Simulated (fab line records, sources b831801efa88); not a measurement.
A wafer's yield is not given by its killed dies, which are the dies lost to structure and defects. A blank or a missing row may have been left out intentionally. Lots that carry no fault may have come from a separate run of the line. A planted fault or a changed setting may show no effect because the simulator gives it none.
Tool commonality check    flow sfq-line    Sampled: 16 lots, 60 wafers

REASON FOR OPENING
Of 16 lots, 4 have the reading I1_OVL flagged at SFQ_I1_OVL_MEAS_913. Wafers without a fault read -1 nm, standard deviation 5.6.
Rule: a lot gets a flag if all its wafers with a number sit over 4 standard deviations from that mean, or if no wafer of it has a number. The other lots count as sound.

lot   measured      on          I1_OVL (nm), wafer by wafer  flag
L132  day 25 19:41  overlay-02  0 -7 -3                      
L133  day 26 00:28  overlay-01  -2 1 1                       
L134  day 26 07:40  overlay-01  4 0 2                        
L135  day 26 16:05  overlay-02  -2 -3 -2                     
L136  day 28 08:55  overlay-02  4 5 7                        
L138  day 28 17:20  overlay-02  1 7 3                        
L139  day 29 05:19  overlay-01  -1 5 -7                      
L140  day 29 14:56  overlay-02  -3 -3 8                      
L142  day 30 01:51  overlay-02  -3 2 1                       
L143  day 30 12:40  overlay-01  -1 -7 -1                     
L144  day 30 22:15  overlay-01  -5 -8 5                      
L145  day 31 05:28  overlay-01  160 169 170 157 164 165      FLAGGED
L146  day 31 15:03  overlay-01  166 168 167 162 164 163      FLAGGED
L147  day 31 23:28  overlay-02  167 165 168 163 162 165      FLAGGED
L148  day 32 03:37  overlay-02  -19 -12 -19                  
L153  day 35 04:15  overlay-02  168 168 169 165 165 166      FLAGGED
The numbers of the flagged lots are 165 nm on average: +166 nm against the usual, or +30 standard deviations.

WHICH TOOL EACH LOT WENT THROUGH
The record holds 3 process steps before the reading, out of a route of 325 steps. Each cell gives the tool, then ch followed by the chambers the sampled wafers passed through, then the start.
lot   flag     SFQ_TRILAYER_I0_VIA_BARC_OPEN_VIA_ETCH_046  SFQ_TRILAYER_I0_VIA_STRIP_STRIP_035  SFQ_TRILAYER_I1_VIA_LITHO_EXPOSE_050
L132           rie-diel-03 ch 0,3, day 13 02:52            rie-metal-01 ch 0,1, day 13 03:01    krf-scanner-02 ch 0, day 25 18:22
L133           rie-diel-01 ch 2,3, day 13 06:28            rie-metal-02 ch 0, day 13 06:37      krf-scanner-02 ch 0, day 25 22:58
L134           rie-diel-01 ch 0,1, day 13 14:52            rie-metal-03 ch 1, day 13 15:01      krf-scanner-02 ch 0, day 26 06:10
L135           rie-diel-03 ch 0,1,3, day 13 20:52          rie-metal-03 ch 1, day 13 21:13      krf-scanner-02 ch 0, day 26 14:46
L136           rie-diel-03 ch 0,1,3, day 15 02:23          rie-metal-03 ch 0,1, day 15 02:33    krf-scanner-02 ch 0, day 28 07:25
L138           rie-diel-01 ch 1,2, day 15 13:11            rie-metal-01 ch 0,1, day 15 13:21    krf-scanner-02 ch 0, day 28 16:01
L139           rie-diel-01 ch 0,2, day 15 20:14            rie-metal-02 ch 0,1, day 15 20:23    krf-scanner-02 ch 0, day 29 03:49
L140           rie-diel-02 ch 1,3, day 16 05:14            rie-metal-03 ch 0,1, day 16 05:23    krf-scanner-02 ch 0, day 29 13:37
L142           rie-diel-03 ch 0,1,3, day 23 01:35          rie-metal-03 ch 0,1, day 23 01:44    krf-scanner-01 ch 0, day 30 00:21
L143           rie-diel-03 ch 0,2,3, day 23 11:11          rie-metal-02 ch 0, day 23 11:56      krf-scanner-01 ch 0, day 30 11:45
L144           rie-diel-01 ch 0,1,3, day 24 00:23          rie-metal-01 ch 0,1, day 24 00:32    krf-scanner-01 ch 0, day 30 20:45
L145  FLAGGED  rie-diel-01 ch 0,1,3, day 24 08:47          rie-metal-01 ch 0,1, day 24 09:08    krf-scanner-01 ch 0, day 31 04:21
L146  FLAGGED  rie-diel-02 ch 2,3, day 24 18:23            rie-metal-01 ch 1, day 24 18:32      krf-scanner-01 ch 0, day 31 13:45
L147  FLAGGED  rie-diel-01 ch 1,2,3, day 25 01:35          rie-metal-02 ch 0,1, day 25 02:01    krf-scanner-01 ch 0, day 31 22:21
L148           rie-diel-03 ch 0,2, day 25 07:43            rie-metal-01 ch 0,1, day 25 07:52    krf-scanner-02 ch 0, day 32 02:19
L153  FLAGGED  rie-diel-01 ch 1,3, day 28 00:34            rie-metal-01 ch 0,1, day 28 00:43    krf-scanner-01 ch 0, day 35 02:56
These steps, and what they do:
- SFQ_TRILAYER_I0_VIA_BARC_OPEN_VIA_ETCH_046: etches BARC in O2, target depth 125 nm, time 41.7 s.
- SFQ_TRILAYER_I0_VIA_STRIP_STRIP_035: strips in O2.
- SFQ_TRILAYER_I1_VIA_LITHO_EXPOSE_050: exposes mask I1, target cd 500 nm.
- SFQ_I1_OVL_MEAS_913

FLAGGED OVER TOTAL, TOOL BY TOOL (the gauges that took the reading come last)
step                                        tool            lots run  flagged  share of the flagged lots  sound lots run after its first flagged lot
SFQ_TRILAYER_I0_VIA_BARC_OPEN_VIA_ETCH_046  rie-diel-01     8         3        some                       0
SFQ_TRILAYER_I0_VIA_BARC_OPEN_VIA_ETCH_046  rie-diel-02     2         1        some                       0
SFQ_TRILAYER_I0_VIA_BARC_OPEN_VIA_ETCH_046  rie-diel-03     6         0        none                       -
SFQ_TRILAYER_I0_VIA_STRIP_STRIP_035         rie-metal-01    7         3        some                       1 (L148)
SFQ_TRILAYER_I0_VIA_STRIP_STRIP_035         rie-metal-02    4         1        some                       0
SFQ_TRILAYER_I0_VIA_STRIP_STRIP_035         rie-metal-03    5         0        none                       -
SFQ_TRILAYER_I1_VIA_LITHO_EXPOSE_050        krf-scanner-01  7         4        all                        0
SFQ_TRILAYER_I1_VIA_LITHO_EXPOSE_050        krf-scanner-02  9         0        none                       -
SFQ_I1_OVL_MEAS_913                         overlay-01      7         2        some                       0
SFQ_I1_OVL_MEAS_913                         overlay-02      9         2        some                       1 (L148)

WHAT IS ALLOWED BY THE TABLE
In the table, 1 row covers all flagged lots: krf-scanner-01 at SFQ_TRILAYER_I1_VIA_LITHO_EXPOSE_050.
- krf-scanner-01 at SFQ_TRILAYER_I1_VIA_LITHO_EXPOSE_050 ran 7 lots, 4 of them flagged. Its last sound lot is L144 (day 30 20:45), its first flagged lot L145 (day 31 04:21): a fault that began between those two fits.
Left over: one tool, krf-scanner-01 at SFQ_TRILAYER_I1_VIA_LITHO_EXPOSE_050.

WHAT THE SIMULATOR HAD INSERTED
Scanner matching overlay: krf-scanner-01, from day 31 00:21 on, at SFQ_TRILAYER_I1_VIA_LITHO_EXPOSE_050. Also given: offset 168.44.
Shown lots that were struck: L145, L146, L147, L153. The rule above reached the same finding.
